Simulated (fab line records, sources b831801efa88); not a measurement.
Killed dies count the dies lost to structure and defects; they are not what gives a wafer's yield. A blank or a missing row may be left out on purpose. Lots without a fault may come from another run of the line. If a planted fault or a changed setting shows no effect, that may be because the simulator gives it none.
Struck lot and sound lot, side by side | flow sky130 | 43 out of 708 route steps
Sound: the wafers L999.2, L999.3, L999.4. Struck: wafer L113.4; the same lot's L113.2 was not struck, so it is left out; see the end for the cause.
At each step with rows: each side's tool, then ch and its chambers, then its first start. Under that, the readings that differ: sound wafers | struck wafers | difference of the means | sigmas: that difference in standard deviations of wafers without a fault.
alike: same words and numbers on both sides, and readings whose means sit less than 2 such deviations apart. not compared: any withheld reading, any reading some wafer has no value for, any bound like >300 that may hide the same value, and any number with overlapping values for which the record gives no deviation.
A row with sigmas, a row that says differs or no value, or rows on one side alone: a step with any of these is where the two part. Non-overlapping numbers with no deviation appear without sigmas and do not part them. A reading missing from all wafers of one side parts the sides only when that side holds two or more wafers.

first, 4 steps without rows for these wafers: SKY_FIELD_ISO_WET_ETCH_29 (etches Si3N4 in H3PO4, target depth 160 nm, time 1825 s); SKY_FIELD_ISO_WET_ETCH_30 (etches SiO2 in dHF, target depth 25 nm, time 50 s); SKY_NWELL_CLEAN_00 (cleans in SC1/SC2, time 150 s); SKY_NWELL_OXIDATION_01 (stabilise 600 s, purge 300 s, target thk 10 nm).
SKY_NWELL_THK_MEAS_02:
  sound on film metro-01, day 3 15:02; struck on film metro-02, day 6 19:47
  alike: NWELL_OXIDATION_THK
then, 7 steps without rows for these wafers: SKY_DNWELL_DEHYDRATE_00 (time 60 s); SKY_DNWELL_HMDS_01 (prime time 60 s); SKY_DNWELL_COAT_02 (resist thk 3000 nm); SKY_DNWELL_SOFTBAKE_03; SKY_DNWELL_EXPOSE_04 (exposes mask DNM, target cd 3000 nm); SKY_DNWELL_PEB_05; SKY_DNWELL_DEVELOP_06 (develop time 60 s).
SKY_DNWELL_IMPLANT_07:
  sound on implanter-01 ch 0, day 4 07:39; struck on implanter-01 ch 0, day 7 15:12
  alike: end station pressure torr
SKY_DNWELL_STRIP_08: strips in O2/N2.
  sound on plasma asher-03 ch 0,1, day 4 07:46; struck on plasma asher-03 ch 0, day 7 15:20
  alike: drypump motor current A, oes product au, strip time to endpoint s
  not compared: rf hours counter h
SKY_DNWELL_TW_MEAS_09:
  sound on film metro-02, day 4 07:53; struck on film metro-02, day 7 15:26
  alike: DNWELL_TW
then, 7 steps without rows for these wafers: SKY_PWDE_DEHYDRATE_00 (time 60 s); SKY_PWDE_HMDS_01 (prime time 60 s); SKY_PWDE_COAT_02 (resist thk 3000 nm); SKY_PWDE_SOFTBAKE_03; SKY_PWDE_EXPOSE_04 (exposes mask PWDEM, target cd 840 nm); SKY_PWDE_PEB_05; SKY_PWDE_DEVELOP_06 (develop time 60 s).
SKY_PWDE_OVL_MEAS_07:
  sound on overlay-01, day 5 00:55; struck on overlay-01, day 8 10:43
  alike: PWDE_OVL
after that, 1 step had no rows for these wafers: SKY_PWDE_IMPLANT_08.
SKY_PWDE_STRIP_09: strips in O2/N2.
  sound on plasma asher-03 ch 0,1, day 5 01:06; struck on plasma asher-01 ch 0, day 8 10:54
  alike: drypump motor current A, oes product au, strip time to endpoint s
  not compared: rf hours counter h
SKY_PWDE_TW_MEAS_10:
  sound on film metro-01, day 5 01:13; struck on film metro-02, day 8 11:01
  reading | sound       | struck | difference | sigmas
  PWDE_TW | 374 372 371 | 381    | +9         | +3
then, 7 steps without rows for these wafers: SKY_NWELL_DEHYDRATE_03 (time 60 s); SKY_NWELL_HMDS_04 (prime time 60 s); SKY_NWELL_COAT_05 (resist thk 3000 nm); SKY_NWELL_SOFTBAKE_06; SKY_NWELL_EXPOSE_07 (exposes mask NWM, target cd 840 nm); SKY_NWELL_PEB_08; SKY_NWELL_DEVELOP_09 (develop time 60 s).
SKY_NWELL_OVL_MEAS_10:
  sound on overlay-02, day 5 19:43; struck on overlay-02, day 9 10:01
  alike: NWELL_00_OVL
then, 3 steps without rows for these wafers: SKY_NWELL_IMPLANT_11; SKY_NWELL_IMPLANT_12; SKY_NWELL_IMPLANT_13.
SKY_NWELL_STRIP_14: strips in O2/N2.
  sound on plasma asher-02 ch 0,1, day 5 20:12; struck on plasma asher-02 ch 1, day 9 10:29
  alike: drypump motor current A, oes product au, strip time to endpoint s
  not compared: rf hours counter h
SKY_NWELL_TW_MEAS_15:
  sound on film metro-02, day 5 20:19; struck on film metro-03, day 9 10:36
  alike: NWELL_TW
then, 3 steps without rows for these wafers: SKY_NWELL_DEHYDRATE_16 (time 60 s); SKY_NWELL_HMDS_17 (prime time 60 s); SKY_NWELL_COAT_18 (resist thk 3000 nm).
-- the record jumps here: 41 days lie between the struck wafers' starts before and after (it left off in module NWELL and takes up again in module PAD_OPEN, whose first step shown is number 708 of the route) --
SKY_PAD_OPEN_PROBE_99:
  sound on prober-01, day 47 06:56; struck on prober-02, day 50 10:50
  reading                                              | sound               | struck | difference | sigmas
  killed_at_M0_to_M3                                   | 51 41 44            | 25     | -20        | -3
  killed dies                                          | 103 82 94           | 67     | -26        | -3
  killed short                                         | 48 35 46            | 29     | -14        | -2
  model.etest.res deep nwell.rs ohm sq                 | 2248 2216 2218      | 2376   | +149       |
  model.etest.res deep nwell.rs ohm sq range           | 53.22 43.79 64.38   | 222.3  | +168.5     |
  model.etest.res deep nwell.rs ohm sq rim less centre | -31.95 -5.696 5.622 | -128.2 | -117.5     |
  model.etest.res deep nwell.line ohm um               | 741.1 738.9 741.9   | 779.2  | +38.6      |
  alike: killed_at_M4_up, killed at contacts, killed at front end, killed at other, killed open

== WHERE THEY PART ==
First at SKY_PWDE_TW_MEAS_10; last, within this record, at SKY_PAD_OPEN_PROBE_99.

WHY: what the simulator had put in
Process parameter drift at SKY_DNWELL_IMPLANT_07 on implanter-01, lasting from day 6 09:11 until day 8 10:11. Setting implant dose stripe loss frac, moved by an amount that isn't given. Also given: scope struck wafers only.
